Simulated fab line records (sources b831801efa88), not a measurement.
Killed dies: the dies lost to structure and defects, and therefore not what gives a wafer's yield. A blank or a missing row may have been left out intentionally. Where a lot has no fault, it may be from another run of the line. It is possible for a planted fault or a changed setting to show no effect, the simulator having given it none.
fab line records ; flow sky130
record lots=6; wafers=16; last-day=50
route steps=708 shown GATE_OXIDE@196 POLY_GATE@204 RES_PROTECT@206 PAD_OPEN@708
lots that met no fault: taken from a fault-free run of the same line
start-h: start of the lot's first displayed wafer, in hours after the record's first day ; wait-h: time in hours since the lot's previous step ; " repeats the value in the row above ; L1.1+2: a single row standing in for several wafers ; - no value present, or no start provided ; * or withheld: withheld ; < > ~ a bound
route shown NAME@n: a module of which the file shows steps, and the number in the route of the first ; usual: mean/standard deviation of fault-free wafers ; same: alike in all rows ; chamber/n: place in a boat ; sites: the reading at each site ; _std_site: standard deviation across them ; _edge_site: outer sites' mean less inner sites' ; radius-mm: how far each site lies from the wafer's centre ; mask NAME#n: copy n ; behind: tool/chamber where the wafer was last shaped ; hold: the reason the lot was held/the length of the hold in hours/how it ended ; device: the n, p or np transistor that did not switch ; end of line: at the end of the route, the tests of the same wafers ; a step with no rows: only its recipe ; killed: at the first sort, the dies lost to defects and structure; wafer yield is something else ; map: a wafer's dies, marking killed ones x, the rest . and places with no die _
set.NAME: the run value of the setting; set.NAME@STEP: its run value at that earlier step ; model.NAME: the simulator's own value behind a step, which no gauge read
a table for each step, a row for each wafer; lots at some steps of the route
services: a tool's chamber out of use, with start hour (start-h, from the record's first day; less than 0 if before it), hours out, and reason
## steps
# step SKY_GATE_OXIDE_DEVELOP_09
# recipe resist=NOVOLAK; developer=TMAH; develop-time-s=60; dev-temp-c=23
# step SKY_GATE_OXIDE_OVL_MEAS_10
# usual GATE_OXIDE_OVL=-0.7/1.3
lot.wafer;tool;chamber;start-h;wait-h;GATE_OXIDE_OVL[nm]
L486.1;overlay-01;-;335.35;0.1;0.5
L486.3;overlay-01;-;335.35;0.1;-0.4
L486.5;overlay-01;-;335.35;0.1;0.5
L493.1;overlay-01;-;402.46;0.1;-0.9
L493.4;overlay-01;-;402.46;0.1;0.2
L497.1;overlay-02;-;439.81;0.1;-0.5
L497.2;overlay-02;-;439.81;0.1;-0.9
L502.1;overlay-01;-;482.02;0.1;-0.9
L502.5;overlay-01;-;482.02;0.1;-1.4
L502.6;overlay-01;-;482.02;0.1;-1.9
L503.1;overlay-02;-;483.27;0.1;-0.3
L503.2;overlay-02;-;483.27;0.1;2.0
L503.3;overlay-02;-;483.27;0.1;-2.3
L504.2;overlay-01;-;497.13;0.1;-2.2
L504.3;overlay-01;-;497.13;0.1;0.1
L504.5;overlay-01;-;497.13;0.1;-0.7
# step SKY_GATE_OXIDE_IMPLANT_11
# recipe species=B; energy-kev=10; dose-cm2=2.6e+12; tilt-deg=withheld
# step SKY_GATE_OXIDE_WET_ETCH_12
# recipe chemistry=dHF; target-depth-nm=16.8; dry=n2-spin; target=SiO2; dilution=100:1; temp-c=25; time-s=336
# step SKY_GATE_OXIDE_STRIP_13
# recipe chemistry=O2/N2; power-w=1400; pressure-mtorr=1500; platen-temp-c=withheld; o2-flow-sccm=3000; n2-flow-sccm=300; overash-fraction=0.5
# usual drypump-motor-current-A=5.4/0.37; oes-product-au=0.716/0.0047; strip-time-to-endpoint-s=14.17/0.048
lot.wafer;tool;chamber;start-h;wait-h;drypump-motor-current-A;oes-product-au;rf-hours-counter-h;strip-time-to-endpoint-s
L486.1;plasma-asher-01;1;335.64;0.0;5.5;0.717;64;14.21
L486.3;plasma-asher-01;1;335.64;0.0;5.5;0.716;-;14.21
L486.5;plasma-asher-01;0;335.64;0.0;5.5;0.724;-;14.21
L493.1;plasma-asher-03;1;402.76;0.0;5.6;0.711;72;14.20
L493.4;plasma-asher-03;1;402.76;0.0;5.6;0.716;-;14.22
L497.1;plasma-asher-01;0;440.10;0.0;5.5;0.721;75;14.13
L497.2;plasma-asher-01;1;440.10;0.0;5.5;0.712;75;14.14
L502.1;plasma-asher-02;1;482.32;0.0;4.7;0.722;57;14.18
L502.5;plasma-asher-02;0;482.32;0.0;5.8;0.718;-;14.12
L502.6;plasma-asher-02;1;482.32;0.0;4.7;0.718;-;14.15
L503.1;plasma-asher-01;0;483.56;0.0;5.6;0.714;81;14.09
L503.2;plasma-asher-01;1;483.56;0.0;5.5;0.720;81;14.16
L503.3;plasma-asher-01;1;483.56;0.0;5.5;0.723;-;14.12
L504.2;plasma-asher-03;1;497.41;0.0;5.6;0.722;8;14.28
L504.3;plasma-asher-03;0;497.41;0.0;5.6;0.714;-;14.23
L504.5;plasma-asher-03;0;497.41;0.0;5.6;0.714;-;14.21
# step SKY_GATE_OXIDE_TW_MEAS_14
# usual GATE_OXIDE_TW=223.2/1.7
lot.wafer;tool;chamber;start-h;wait-h;GATE_OXIDE_TW
L486.1;film-metro-04;-;335.74;0.1;224.3
L486.3;film-metro-04;-;335.74;0.1;226.2
L486.5;film-metro-04;-;335.74;0.1;225.0
L493.1;film-metro-03;-;402.86;0.1;223.3
L493.4;film-metro-03;-;402.86;0.1;223.5
L497.1;film-metro-04;-;440.20;0.1;224.4
L497.2;film-metro-04;-;440.20;0.1;225.2
L502.1;film-metro-02;-;482.42;0.1;221.7
L502.5;film-metro-02;-;482.42;0.1;221.7
L502.6;film-metro-02;-;482.42;0.1;221.9
L503.1;film-metro-03;-;483.66;0.1;224.5
L503.2;film-metro-03;-;483.66;0.1;223.9
L503.3;film-metro-03;-;483.66;0.1;223.2
L504.2;film-metro-04;-;497.52;0.1;223.1
L504.3;film-metro-04;-;497.52;0.1;222.1
L504.5;film-metro-04;-;497.52;0.1;222.0
# step SKY_GATE_OXIDE_CLEAN_15
# recipe chemistry=SC1/SC2; mix=1:4:20; temp-c=70; time-s=150; dry=n2-spin
# step SKY_GATE_OXIDE_OXIDATION_16
# recipe temp-c=800; ambient=O2; idle-temp-c=700; ramp-up-c-per-min=10; ramp-down-c-per-min=3; stabilise-s=600; purge-s=300; target-thk-a=35.7; ox-time-s=1915
# step SKY_POLY_GATE_CVD_00
# recipe material=poly-Si; target-thk-nm=180; temp-c=620; time-s=720; pressure-mtorr=200
# step SKY_POLY_GATE_THK_MEAS_01
# recipe reads=poly-Si_of_POLY_GATE_CVD_00
# usual POLY_GATE_CVD_00_THK=180.0/2
lot.wafer;tool;chamber;start-h;wait-h;POLY_GATE_CVD_00_THK[nm]
L486.1;film-metro-01;-;339.38;0.0;182.3
L486.3;film-metro-01;-;339.38;0.0;181.5
L486.5;film-metro-01;-;339.38;0.0;180.6
L493.1;film-metro-04;-;405.98;0.0;180.9
L493.4;film-metro-04;-;405.98;0.0;180.3
L497.1;film-metro-03;-;443.41;0.0;180.6
L497.2;film-metro-03;-;443.41;0.0;180.8
L502.1;film-metro-03;-;485.86;0.0;181.4
L502.5;film-metro-03;-;485.86;0.0;180.8
L502.6;film-metro-03;-;485.86;0.0;179.5
L503.1;film-metro-03;-;487.06;0.0;177.3
L503.2;film-metro-03;-;487.06;0.0;180.1
L503.3;film-metro-03;-;487.06;0.0;179.2
L504.2;film-metro-04;-;500.36;0.0;179.0
L504.3;film-metro-04;-;500.36;0.0;178.3
L504.5;film-metro-04;-;500.36;0.0;179.4
# step SKY_RES_PROTECT_DEHYDRATE_00
# recipe temp-c=200; time-s=60
# step SKY_RES_PROTECT_HMDS_01
# recipe prime-time-s=60; prime-temp-c=120
# step SKY_RES_PROTECT_COAT_02
# recipe resist=NOVOLAK; spin-rpm=3000; resist-thk-nm=1140
lot.wafer;tool;chamber;start-h;wait-h;model.NOVOLAK_of_RES_PROTECT_COAT_02.thk-nm
L486.1;litho-track-02;0;352.71;0.1;1137
L486.3;litho-track-02;0;352.71;0.1;1136
L486.5;litho-track-02;0;352.71;0.1;1139
L493.1;litho-track-02;0;420.96;0.1;1140
L493.4;litho-track-02;0;420.96;0.1;1188
L497.1;litho-track-02;0;459.01;0.1;1138
L497.2;litho-track-02;0;459.01;0.1;1183
L502.1;litho-track-04;0;500.60;0.1;1137
L502.5;litho-track-04;0;500.60;0.1;1141
L502.6;litho-track-04;0;500.60;0.1;1142
L503.1+3;litho-track-04;0;501.20;0.1;1134
L503.2;litho-track-04;0;501.20;0.1;1139
L504.2+5;litho-track-01;0;514.66;0.1;1136
L504.3;litho-track-01;0;514.66;0.1;1140
# step SKY_RES_PROTECT_SOFTBAKE_03
# recipe temp-c=90; time-s=60; resist=NOVOLAK
# step SKY_RES_PROTECT_EXPOSE_04
# recipe mask-id=RPM; na=0.6; source-shape=conventional; sigma-outer=0.6; polarization=unpolarized; target-cd-nm=1270; dose-mj=131
# step SKY_RES_PROTECT_PEB_05
# recipe temp-c=withheld; time-s=*; resist=NOVOLAK
# step SKY_RES_PROTECT_DEVELOP_06
# recipe resist=NOVOLAK; developer=TMAH; develop-time-s=60; dev-temp-c=23
lot.wafer;tool;chamber;start-h;wait-h;model.NOVOLAK_of_RES_PROTECT_COAT_02.thk-nm
L486.1+3;litho-track-01;0;367.03;0.1;1136
L486.5;litho-track-01;0;367.03;0.1;1138
L493.1;litho-track-02;0;436.21;0.1;1140
L493.4;litho-track-02;0;436.21;0.1;1187
L497.1;litho-track-04;0;474.65;0.1;1137
L497.2;litho-track-04;0;474.65;0.1;1183
L502.1;litho-track-04;0;515.35;0.1;1137
L502.5+6;litho-track-04;0;515.35;0.1;1141
L503.1;litho-track-02;0;515.96;0.1;1133
L503.2;litho-track-02;0;515.96;0.1;1138
L503.3;litho-track-02;0;515.96;0.1;1134
L504.2+5;litho-track-01;0;529.61;0.1;1136
L504.3;litho-track-01;0;529.61;0.1;1140
# step SKY_POLY_GATE_IMPLANT_02
# recipe species=P; energy-kev=30; dose-cm2=7.7e+15; tilt-deg=0
# step SKY_RES_PROTECT_STRIP_07
# recipe chemistry=O2/N2; power-w=1400; pressure-mtorr=1500; platen-temp-c=withheld; o2-flow-sccm=3000; n2-flow-sccm=300; overash-fraction=0.5
# usual drypump-motor-current-A=5.5/0.35; oes-product-au=0.517/0.0052; strip-time-to-endpoint-s=23.29/0.041
lot.wafer;tool;chamber;start-h;wait-h;drypump-motor-current-A;oes-product-au;rf-hours-counter-h;strip-time-to-endpoint-s
L486.1;plasma-asher-04;0;367.33;0.1;5.8;0.507;27;23.24
L486.3;plasma-asher-04;1;367.33;0.1;5.4;0.518;-;23.23
L486.5;plasma-asher-04;1;367.33;0.1;5.3;0.515;-;23.26
L493.1;plasma-asher-04;0;436.51;0.1;5.9;0.515;33;23.32
L493.4;plasma-asher-04;0;436.51;0.1;5.8;0.517;-;23.80
L497.1;plasma-asher-04;1;474.95;0.1;5.3;0.522;38;23.24
L497.2;plasma-asher-04;0;474.95;0.1;5.8;0.525;38;23.72
L502.1;plasma-asher-01;1;515.65;0.1;5.5;0.521;84;23.24
L502.5;plasma-asher-01;1;515.65;0.1;5.5;0.519;-;23.28
L502.6;plasma-asher-01;0;515.65;0.1;5.6;0.511;-;23.30
L503.1;plasma-asher-04;1;516.26;0.1;5.4;0.515;43;23.24
L503.2;plasma-asher-04;0;516.26;0.1;5.8;0.514;43;23.28
L503.3;plasma-asher-04;1;516.26;0.1;5.3;0.507;-;23.25
L504.2;plasma-asher-01;0;529.88;0.1;5.5;0.517;86;23.26
L504.3;plasma-asher-01;1;529.88;0.1;5.5;0.510;-;23.32
L504.5;plasma-asher-01;0;529.88;0.1;5.6;0.523;-;23.26
# step SKY_RES_PROTECT_TW_MEAS_08
# usual POLY_GATE_TW=4015/46
lot.wafer;tool;chamber;start-h;wait-h;POLY_GATE_TW
L486.1;film-metro-04;-;367.43;0.1;4033
L486.3;film-metro-04;-;367.43;0.1;4058
L486.5;film-metro-04;-;367.43;0.1;4042
L493.1;film-metro-04;-;436.61;0.1;4042
L493.4;film-metro-04;-;436.61;0.1;4029
L497.1;film-metro-02;-;475.05;0.1;3954
L497.2;film-metro-02;-;475.05;0.1;3952
L502.1;film-metro-02;-;515.75;0.1;4007
L502.5;film-metro-02;-;515.75;0.1;3986
L502.6;film-metro-02;-;515.75;0.1;4018
L503.1;film-metro-01;-;516.36;0.1;4075
L503.2;film-metro-01;-;516.36;0.1;4073
L503.3;film-metro-01;-;516.36;0.1;4062
L504.2;film-metro-04;-;529.99;0.1;3963
L504.3;film-metro-04;-;529.99;0.1;3995
L504.5;film-metro-04;-;529.99;0.1;3974
# step SKY_PAD_OPEN_PROBE_99
# usual killed_at_M0_to_M3=44/7; killed_at_M4_up=3.0/1.7; killed-at-contacts=24/5.2; killed-at-front-end=15/4.8; killed-at-other=0.2/0.56; killed-dies=86/9.7; killed-open=47/7.1; killed-short=39/6.3
# same gross-dies=492; killed-at-back-side=0
lot.wafer;tool;chamber;start-h;wait-h;killed_at_M0_to_M3;killed_at_M4_up;killed-at-contacts;killed-at-front-end;killed-at-other;killed-dies;killed-open;killed-short
L486.1;prober-02;-;1102.75;0.1;48;2;23;12;0;85;50;35
L486.3;prober-02;-;1102.85;0.2;51;5;22;12;0;90;41;49
L486.5;prober-02;-;1102.95;0.2;36;2;26;11;0;75;52;23
L502.1;prober-01;-;1192.08;0.1;54;4;25;17;0;100;52;48
L502.5;prober-01;-;1192.28;0.2;40;1;32;22;0;95;58;37
L502.6;prober-01;-;1192.33;0.2;63;1;24;4;0;92;52;40
L503.1;prober-02;-;1193.95;0.1;54;4;27;20;0;105;62;43
L503.2;prober-02;-;1194.00;0.1;43;4;32;21;0;100;57;43
L503.3;prober-02;-;1194.05;0.2;36;2;30;15;0;83;50;33
# killed by level:class
L486.1 VIA2:geometric-particle:open=11 METAL1:geometric-particle:short=8 CONTACT:geometric-particle:open=7 VIA1:geometric-particle:open=7 VIA3:geometric-particle:open=7 FIELD_ISO:geometric-particle:open=6 LI_CONTACT:geometric-particle:open=6 CONTACT:geometric-particle:short=6
L486.3 VIA1:geometric-particle:open=15 METAL1:geometric-particle:short=9 VIA1:geometric-particle:short=7 METAL2:geometric-particle:short=6 VIA2:geometric-particle:open=6 FIELD_ISO:geometric-particle:short=5 LI_CONTACT:geometric-particle:open=5 LOCAL_INTERCONNECT:geometric-particle:short=5
L486.5 LI_CONTACT:geometric-particle:open=11 CONTACT:geometric-particle:open=9 VIA1:geometric-particle:open=9 VIA3:geometric-particle:open=7 VIA2:geometric-particle:open=6 FIELD_ISO:geometric-particle:open=4 METAL2:geometric-particle:short=4 CONTACT:geometric-particle:short=3
L502.1 VIA1:geometric-particle:open=14 CONTACT:geometric-particle:open=11 VIA3:geometric-particle:open=7 METAL1:geometric-particle:short=6 METAL3:geometric-particle:short=6 FIELD_ISO:geometric-particle:short=5 LI_CONTACT:geometric-particle:open=5 METAL2:geometric-particle:short=5
L502.5 CONTACT:geometric-particle:open=12 VIA1:geometric-particle:open=11 FIELD_ISO:geometric-particle:open=9 LI_CONTACT:geometric-particle:open=9 POLY_GATE:geometric-particle:short=7 CONTACT:geometric-particle:short=6 VIA3:geometric-particle:open=6 METAL1:geometric-particle:short=5
L502.6 VIA1:geometric-particle:open=15 CONTACT:geometric-particle:open=13 VIA3:geometric-particle:open=10 VIA1:geometric-particle:short=8 METAL2:geometric-particle:short=7 METAL1:geometric-particle:short=6 VIA2:geometric-particle:short=6 VIA2:geometric-particle:open=6
L503.1 VIA1:geometric-particle:open=18 CONTACT:geometric-particle:open=11 LI_CONTACT:geometric-particle:open=9 FIELD_ISO:geometric-particle:open=7 METAL1:geometric-particle:short=7 VIA3:geometric-particle:short=6 FIELD_ISO:geometric-particle:short=4 VIA3:geometric-particle:open=4
L503.2 CONTACT:geometric-particle:open=17 VIA1:geometric-particle:open=11 CONTACT:geometric-particle:short=8 VIA1:geometric-particle:short=8 FIELD_ISO:geometric-particle:open=7 FIELD_ISO:geometric-particle:short=6 VIA3:geometric-particle:open=6 METAL1:geometric-particle:short=6
L503.3 CONTACT:geometric-particle:open=10 LI_CONTACT:geometric-particle:open=10 VIA1:geometric-particle:open=8 VIA2:geometric-particle:open=8 FIELD_ISO:geometric-particle:short=5 LOCAL_INTERCONNECT:geometric-particle:short=5 METAL1:geometric-particle:short=4 VIA3:geometric-particle:open=4
## services
tool;chamber;start-h;hours;kind
plasma-asher-02;-;314.16;4.0;repair
plasma-asher-04;-;397.11;6.0;repair
plasma-asher-03;-;421.25;9.0;pm
plasma-asher-03;0;421.25;9.0;vent-cycle
plasma-asher-03;1;421.25;9.0;vent-cycle
litho-track-02;-;422.95;-;consumable-replace:filter
plasma-asher-03;0;430.25;-;clean
plasma-asher-03;1;430.25;-;clean
plasma-asher-02;-;430.61;48.9;repair
plasma-asher-03;-;439.69;2.8;pm
## key
first-sign step=SKY_RES_PROTECT_STRIP_07; reading=strip-time-to-endpoint-s; direction=up; sigmas=11; usual=*; struck=*
effect none on later readings
model-effect step=SKY_RES_PROTECT_COAT_02; value=NOVOLAK_of_RES_PROTECT_COAT_02.thk-nm; without=1140; struck=1186
model-effect step=SKY_RES_PROTECT_DEVELOP_06; value=NOVOLAK_of_RES_PROTECT_COAT_02.thk-nm; without=1139; struck=1185
met-at SKY_RES_PROTECT_COAT_02
struck-wafers L493.4,L497.2
tester-left-out L493,L497
onset-between 352.71 420.96
fault kind=process-parameter-drift; tool=litho-track-02; chamber=-; onset-h=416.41; steps=SKY_RES_PROTECT_COAT_02; channel=resist-thk-nm; offset=45.653; shape=step; end-h=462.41; scope=struck-wafers-only; acts-in=these-recipes-only; stated=1140
# tester-left-out: of these lots the tester's yield and bins aren't shown, on N5 and GAA mostly nor the transistor test; their killed dies are dies lost to structure and defects alone, not to doping, threshold or leakage, so they don't give the yield
